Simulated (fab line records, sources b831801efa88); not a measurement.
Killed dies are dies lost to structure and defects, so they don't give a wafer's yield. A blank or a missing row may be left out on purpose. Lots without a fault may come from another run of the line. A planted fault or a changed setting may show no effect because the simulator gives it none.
fab line records | flow sfq_line
record lots=14 wafers=42 last_day=92
route steps=325 shown M6@256
lots that met no fault: from a run of the same line without faults
start_h: hours from the record's first day to the start of the lot's first wafer shown | wait_h: hours since the lot's step before | " the same as in the row above | L1.1+2: a row that stands for several wafers | - no value, or no start given | * or withheld: withheld | < > ~ a bound
route shown NAME@n: a module of which the file shows steps, and the number in the route of the first | usual: mean/standard deviation of fault-free wafers | same: alike in all rows | chamber/n: place in a boat | sites: the reading at each site | _std_site: their standard deviation | _edge_site: outer sites' mean less inner sites' | radius_mm: how far each site lies from the wafer's centre | mask NAME#n: copy n | behind: the tool/chamber that last shaped the wafer | hold: why the lot was held/for how many hours/how that ended | device: the transistor (n, p or np) that didn't switch | end of line: the same wafers' tests at the end of the route | a step without rows: its recipe alone | killed: dies lost to structure and defects at the first sort, not the wafer's yield | map: a wafer's dies, x killed, . not, _ none there
set.NAME: the setting as run; set.NAME@STEP: as run at that earlier step | model.NAME: the simulator's own value behind a step, which no gauge read
steps of the route over a sample of lots; a table a step, a row a wafer
## steps
# step SFQ_TRILAYER_M6_LITHO_COAT_159
# recipe resist=KrF spin_rpm=3000 resist_thk_nm=600
# usual resist_line_temp_C=23.01/0.096 spin_speed_rpm=3000.0/1.7
# columns lot.wafer tool chamber start_h wait_h resist_line_temp_C spin_speed_rpm
L312.3 litho_track-04 0 1753.74 0.2 22.84 3001.0
L312.5 " 0 " " 22.93 2999.6
L312.6 " 0 " " 22.99 2999.3
L314.1 litho_track-03 0 1773.16 0.2 23.00 3002.7
L314.2 " 0 " " 23.02 2997.8
L314.3 " 0 " " 23.22 2998.3
L316.1 litho_track-01 0 1776.74 0.2 23.10 2997.3
L316.4 " 0 " " 22.93 2994.8
L316.6 " 0 " " 22.90 2999.3
L317.2 litho_track-01 0 1781.30 0.2 23.07 2999.2
L317.3 " 0 " " 22.97 2998.9
L317.4 " 0 " " 23.02 2999.3
L319.3 litho_track-04 0 1785.92 0.2 22.94 2999.5
L319.5 " 0 " " 23.07 3001.5
L319.6 " 0 " " 23.09 2999.2
L324.3 litho_track-01 0 1797.94 0.2 22.91 3058.4
L324.5 " 0 " " 22.95 3059.0
L324.6 " 0 " " 22.97 3059.3
L325.4 litho_track-01 0 1799.29 0.2 23.23 3057.8
L325.5 " 0 " " 23.02 3057.4
L325.6 " 0 " " 23.01 3056.8
L327.3 litho_track-04 0 1867.31 0.2 22.97 3000.6
L327.4 " 0 " " 23.13 3002.4
L327.5 " 0 " " 22.95 3001.1
L328.3 litho_track-01 0 1969.21 0.2 22.78 3000.0
L328.4 " 0 " " 22.85 3000.7
L328.5 " 0 " " 23.02 3000.6
L331.2 litho_track-01 0 2012.42 0.2 23.06 3000.0
L331.4 " 0 " " 23.07 3000.3
L331.5 " 0 " " 23.10 3000.1
L332.1 litho_track-01 0 2021.56 0.2 23.07 2999.1
L332.4 " 0 " " 22.83 2999.1
L332.6 " 0 " " 22.88 3000.7
L333.3 litho_track-03 0 2026.45 0.2 23.09 2998.2
L333.5 " 0 " " 23.11 3003.2
L333.6 " 0 " " 23.06 3002.3
L334.1 litho_track-03 0 2029.77 0.2 23.01 3003.2
L334.2 " 0 " " 22.98 3003.2
L334.6 " 0 " " 22.99 3002.3
L335.1 litho_track-03 0 2031.15 0.2 23.07 2999.3
L335.3 " 0 " " 23.17 2999.6
L335.5 " 0 " " 23.05 3001.2
## key
first_sign step=SFQ_TRILAYER_M6_LITHO_COAT_159 reading=spin_speed_rpm direction=up sigmas=34 usual=3000.0 struck=3058.1
effect none on later readings
met_at SFQ_TRILAYER_M6_LITHO_COAT_159
struck_lots L324,L325
onset_between 1781.30 1797.94
fault kind=process_parameter_drift tool=litho_track-01 chamber=- onset_h=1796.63 steps=SFQ_TRILAYER_M6_LITHO_COAT_159 channel=spin_rpm offset=57.87 shape=step end_h=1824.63 acts_in=these_recipes_only stated=3000
